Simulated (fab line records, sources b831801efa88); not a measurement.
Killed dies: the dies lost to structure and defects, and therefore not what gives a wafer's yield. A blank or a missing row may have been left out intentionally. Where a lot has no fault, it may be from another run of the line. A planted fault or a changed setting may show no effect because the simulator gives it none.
Which tool is to blame? | flow gf180mcu | 7 lots with 21 wafers sampled at 3 steps, on a route of 602 steps

== WHAT EACH GAUGE READ, for each wafer ==
GF_V1_CD_MEAS_14 targets a cd of 260 nm.
lot  | measured     | on       | cdNm (nm)
L438 | day 18 14:38 | cdSem-02 | 261.8 261.0 262.3
L440 | day 19 17:30 | cdSem-01 | 262.9 262.2 261.3
L455 | day 24 22:05 | cdSem-02 | 258.8 259.0 258.7
L457 | day 25 12:08 | cdSem-02 | 258.7 258.6 257.9
L459 | day 26 07:10 | cdSem-01 | 259.1 259.8 259.5

== TOOL THAT RAN EACH LOT (tool first, then ch and the chambers of the sampled wafers, then the start) ==
lot  | GF_STI_WET_ETCH_27            | GF_M1_STRIP_17
L438 | wetBench-02 ch 3, day 2 14:11 | plasmaAsher-03 ch 0,1, day 17 14:46
L440 | wetBench-01 ch 3, day 3 01:43 | plasmaAsher-02 ch 0,1, day 18 15:33
L445 | wetBench-01 ch 1, day 4 02:09 | -
L447 | wetBench-03 ch 1, day 4 12:37 | -
L455 | wetBench-02 ch 0, day 6 06:40 | plasmaAsher-04 ch 0,1, day 23 22:43
L457 | wetBench-03 ch 3, day 6 16:27 | plasmaAsher-04 ch 0,1, day 24 13:14
L459 | wetBench-01 ch 3, day 7 04:23 | plasmaAsher-02 ch 0,1, day 25 08:58
- GF_STI_WET_ETCH_27: etches Si3N4 in H3PO4, target depth 160 nm, time 1825 s.
- GF_M1_STRIP_17: strips in O2/N2.

== THE ANSWER, worked out from the rows above alone ==
Rule: the lots themselves supply what counts as usual. The widest of any qualifying gaps counts: lots, ordered by their means at a reading, are off when they make up no more than a third of the lots, leave a main group of 4 or more, and stand apart from it by 3 or more times the standard deviation of that group's means. If all means in a main group match to the digits the tables above print for the reading, that group is not used. A lot without any number at a reading at which 4 lots or more have one is off too. The other lots that the step has rows for count as sound.
No lot is off at any reading shown: from this, nothing can be told.

== WHAT HAD BEEN PUT IN BY THE SIMULATOR ==
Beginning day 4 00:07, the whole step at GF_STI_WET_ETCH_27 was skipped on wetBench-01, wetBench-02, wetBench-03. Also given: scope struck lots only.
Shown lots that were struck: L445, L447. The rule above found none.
